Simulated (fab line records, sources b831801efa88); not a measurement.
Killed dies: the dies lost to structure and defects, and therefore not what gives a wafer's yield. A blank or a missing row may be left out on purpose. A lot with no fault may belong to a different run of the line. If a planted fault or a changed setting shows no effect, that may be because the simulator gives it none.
Struck lot and sound lot, side by side	flow sfqLine	14 out of 325 route steps
Sound: wafers L779.2, L779.3, L779.6. Wafers L769.1, L769.2, L769.5 were the ones struck. The cause is given at the end.
Order at every step that has rows: each side's tool, ch and its chambers, its first start. Under that, the readings that differ: sound wafers	struck wafers	difference of the means	sigmas: that difference in standard deviations of wafers without a fault.
alike: readings with means less than 2 such deviations apart, plus words and numbers identical on both sides. not compared: withheld readings, readings lacking a value on some wafer, bounds such as >300 that could conceal the same value, and numbers that have no deviation in the record and whose values overlap.
A row with sigmas, a row that says differs or no value, or rows on one side alone: a step with any of these is where the two part. Non-overlapping numbers with no deviation appear without sigmas and do not part them. A reading that every wafer of one side lacks parts them only if that side has two wafers or more.

first, 1 step without rows for these wafers: SFQ_TRILAYER_M1_BARC_OPEN_METAL_ETCH_054 (etches BARC in O2, target depth 125 nm, time 41.7 s).
SFQ_TRILAYER_M1_ETCH_METAL_ETCH_042: etches Nb in Cl2/Ar, stops on SiO2, target depth 240 nm, time 120 s.
  sound on rieMetal-04 ch 0,1, day 21 17:35; struck on rieMetal-04 ch 0,1, day 18 12:23
  alike: drypumpMotorCurrentA, heBacksideLeakSccm, oesProductAu
  not compared: rfHoursCounterH
SFQ_TRILAYER_M1_STRIP_STRIP_043: strips in O2.
  sound on rieMetal-04 ch 0,1, day 21 17:42; struck on rieMetal-04 ch 0,1, day 18 12:30
reading	sound	struck	difference	sigmas
oesProductAu (a.u.)	1.014 0.999 1.002	0.996 0.986 0.977	-0.019	-2
  alike: drypumpMotorCurrentA, heBacksideLeakSccm
  not compared: rfHoursCounterH
then, 1 step without rows for these wafers: SFQ_TRILAYER_M1_STRIP_SOLV_CLEAN_044 (cleans in NMP, time 600 s).
SFQ_TRILAYER_I1_DEP_PECVD_045: deposits SiO2 from SiH4/N2O, time 111.11 s, target thk 500 nm.
  sound on pecvd-03 ch 0,2, day 21 18:29; struck on pecvd-01 ch 0,1, day 18 13:17
  alike: heaterPowerW, throttleValvePct
SFQ_TRILAYER_I1_CMP_CMP_046: polishes SiO2.
  sound on cmp-02 ch 0,3, day 22 00:38; struck on cmp-02 ch 1,2,3, day 19 00:38
  alike: motorCurrentA, timeToEndpointS
SFQ_I1_BOW_MEAS_912:
  struck on filmMetro-01, day 19 03:08; sound on filmMetro-02, day 22 03:10
  alike: I1_BOW
SFQ_TRILAYER_I1_METRO_MEASURE_047:
  struck on filmMetro-01, day 19 03:15; sound on filmMetro-02, day 22 03:28
  alike: thkNm
then, 4 steps without rows for these wafers: SFQ_TRILAYER_I1_VIA_LITHO_COAT_054 (resist thk 62 nm); SFQ_TRILAYER_I1_VIA_LITHO_COAT_049 (resist thk 650 nm); SFQ_TRILAYER_I1_VIA_LITHO_SOFTBAKE_053; SFQ_TRILAYER_I1_VIA_LITHO_EXPOSE_050 (exposes mask I1, target cd 500 nm).
SFQ_TRILAYER_I1_VIA_LITHO_PEB_052: peb time 60 s.
  sound on lithoTrack-03 ch 0, day 23 04:10; struck on lithoTrack-02, day 20 21:37
  no value came back on the struck wafers for chillPlateTempC (C), exhaustPa (Pa); on the sound wafers chillPlateTempC (C) reads 22.89 22.94 22.93
then, 1 step without rows for these wafers: SFQ_TRILAYER_I1_VIA_LITHO_DEVELOP_051 (time 60 s).

## WHERE THEY PART
First at SFQ_TRILAYER_M1_STRIP_STRIP_043; last, within this record, at SFQ_TRILAYER_I1_VIA_LITHO_PEB_052.

WHY: the cause the simulator had injected
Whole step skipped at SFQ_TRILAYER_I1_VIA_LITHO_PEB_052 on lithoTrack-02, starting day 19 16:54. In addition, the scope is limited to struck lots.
